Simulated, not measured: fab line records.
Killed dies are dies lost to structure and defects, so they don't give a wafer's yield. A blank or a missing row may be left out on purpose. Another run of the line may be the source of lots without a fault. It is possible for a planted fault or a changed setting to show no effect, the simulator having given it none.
Matching of chambers / flow gf180mcu / cmp-02 running GF_CONTACT_CMP_04: 4 sister chambers
The step polishes SiO2. 8 wafers are shown with their chamber, then 9 later ones without.

WAFERS, EACH WITH ITS CHAMBER
wafer=L875.5; chamber=1; motor_current_A (A)=11.4; retaining_ring_pressure_frac=1.010
wafer=L879.3; chamber=3; motor_current_A (A)=11.7; retaining_ring_pressure_frac=0.998
wafer=L880.1; chamber=1; motor_current_A (A)=11.6; retaining_ring_pressure_frac=0.999
wafer=L880.4; chamber=0; motor_current_A (A)=12.0; retaining_ring_pressure_frac=1.019
wafer=L880.6; chamber=2; motor_current_A (A)=13.8; retaining_ring_pressure_frac=1.003
wafer=L881.1; chamber=3; motor_current_A (A)=12.3; retaining_ring_pressure_frac=1.007
wafer=L881.3; chamber=0; motor_current_A (A)=12.2; retaining_ring_pressure_frac=1.004
wafer=L881.4; chamber=2; motor_current_A (A)=13.6; retaining_ring_pressure_frac=1.007

WAFERS WITH NO CHAMBER GIVEN
wafer=L883.1; motor_current_A (A)=11.7; retaining_ring_pressure_frac=0.993
wafer=L883.2; motor_current_A (A)=14.0; retaining_ring_pressure_frac=0.990
wafer=L883.6; motor_current_A (A)=12.2; retaining_ring_pressure_frac=1.001
wafer=L892.3; motor_current_A (A)=13.7; retaining_ring_pressure_frac=0.988
wafer=L892.4; motor_current_A (A)=11.7; retaining_ring_pressure_frac=0.997
wafer=L892.6; motor_current_A (A)=11.5; retaining_ring_pressure_frac=0.999
wafer=L893.2; motor_current_A (A)=11.3; retaining_ring_pressure_frac=0.998
wafer=L893.4; motor_current_A (A)=13.2; retaining_ring_pressure_frac=1.000
wafer=L893.6; motor_current_A (A)=12.0; retaining_ring_pressure_frac=1.002

WHICH CHAMBER EACH ONE RAN IN
wafer=L883.1; from the rows above=can't be placed: 1 or 3 or 0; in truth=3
wafer=L883.2; from the rows above=2; in truth=2
wafer=L883.6; from the rows above=can't be placed: 3 or 0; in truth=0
wafer=L892.3; from the rows above=2; in truth=2
wafer=L892.4; from the rows above=can't be placed: 1 or 3 or 0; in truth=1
wafer=L892.6; from the rows above=can't be placed: 1 or 3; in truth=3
wafer=L893.2; from the rows above=can't be placed: 1 or 3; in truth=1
wafer=L893.4; from the rows above=2; in truth=2
wafer=L893.6; from the rows above=can't be placed: 3 or 0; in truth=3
Correctly placed: 3 of 9. Not placeable from these rows: 6 (in 6, the candidates include the true chamber). 0 placed wrongly.
How it was worked out, from the rows above alone: a wafer's distance from a chamber is the root of the sum, over the readings, of the square of ((its reading less the chamber's mean) divided by the reading's scatter). The wafer belongs to the nearest chamber; if the next one is less than 2 further off, it can't be placed. A chamber's mean is the mean of its shown wafers. The scatter is the square root of a quotient: the sum, over the shown wafers, of each reading's squared deviation from its chamber's mean, divided by wafers minus chambers.
